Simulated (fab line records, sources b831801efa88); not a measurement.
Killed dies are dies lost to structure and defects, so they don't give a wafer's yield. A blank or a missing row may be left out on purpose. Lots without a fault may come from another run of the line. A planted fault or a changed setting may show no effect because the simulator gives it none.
Problem report in the 8D (eight disciplines) form, filled by code | flow sky130 | the parts of the form that need people (team, actions taken, sign-off) are left out

1. THE PROBLEM
oes_product_au at SKY_METAL2_ETCH_18 reads a mean of 0.982 a.u. on 5 wafers of 2 lots; wafers without a fault read 0.856 a.u. with a standard deviation of 0.0052. That is +24 standard deviations from the usual mean.
The step: etches BARC in N2/H2, stops on SiO2, time 45.9 s, target depth 60 nm.
First seen on wafer L387.2, day 40 06:37, on rie_metal-02. The record holds 17 wafers of 6 lots with a number at this step. Rule for "out", or "out of limits": more than 4 standard deviations from the usual mean. The other wafers with a number count as sound.

2. WHAT IT IS AND WHAT IT IS NOT
question                    | is                           | is not
which readings at this step | oes_product_au, run_length_s | chamber_pressure_mTorr, drypump_motor_current_A, throttle_valve_pct
which lots                  | L387, L389                   | L378, L381, L388, L398
which wafers of those lots  | all that have a number       | -
read on which tools         | rie_metal-02                 | rie_metal-01, rie_metal-04
when                        | from day 40 06:37            | up to then (9 sound wafers); but 3 sound wafers of L398 came after

3. SUSPECTS, AND WHAT RULES EACH OUT
Counting: a tool at a process step up to the reading stays a suspect if it ran every lot that is out and no sound lot after the first of them.
- rie_metal-02 at SKY_METAL2_DESCUM_17 (chemistry O2, time 8 s): kept. It ran every lot that is out, first L387 (day 40 06:35), and no sound lot after that; its last sound lot up to then is L381 (day 38 04:35).
- rie_metal-02 at SKY_METAL2_ETCH_18 (etches BARC in N2/H2, stops on SiO2, time 45.9 s, target depth 60 nm): kept. It ran every lot that is out, first L387 (day 40 06:37), and no sound lot after that; its last sound lot up to then is L381 (day 38 04:37). Its own readings are out on those wafers: oes_product_au, run_length_s.
Left after counting: rie_metal-02 at SKY_METAL2_DESCUM_17, rie_metal-02 at SKY_METAL2_ETCH_18.

4. THE CAUSE (what the simulator had put in)
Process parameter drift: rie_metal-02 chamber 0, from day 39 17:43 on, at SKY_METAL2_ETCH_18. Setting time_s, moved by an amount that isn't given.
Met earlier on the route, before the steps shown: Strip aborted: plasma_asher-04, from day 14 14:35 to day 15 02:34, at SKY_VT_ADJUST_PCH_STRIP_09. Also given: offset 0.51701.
Counting left 2 suspects, and this tool is among them.

5. THE CHAIN OF EFFECTS, in route order
Each row: a reading whose mean over the struck wafers that have a number lies more than 3 standard deviations from the usual. Only readings for which the record gives a usual standard deviation are gone through. hours: the time from each lot's start at the first step in this table that gives one to its start at this step, as a median over the lots. sigmas: the change in usual standard deviations.
hours | step               | reading        | usual      | on struck wafers | change | sigmas
0     | SKY_METAL2_ETCH_18 | oes_product_au | 0.856 a.u. | 0.982            | +0.126 | +24
0     | SKY_METAL2_ETCH_18 | run_length_s   | 74.4 s     | 68.3             | -6.1   | -11
The process steps in it:
- SKY_METAL2_ETCH_18: etches BARC in N2/H2, stops on SiO2, time 45.9 s, target depth 60 nm.
Readings that are blank on the struck wafers while sound wafers have them: bias_w at SKY_METAL2_ETCH_18; rf_fwd_power_W at SKY_METAL2_ETCH_18.

6. WHAT WOULD HAVE CAUGHT IT SOONER
In this record the first reading out of limits was taken at day 40 06:37, 13 hours after the fault began at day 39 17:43.
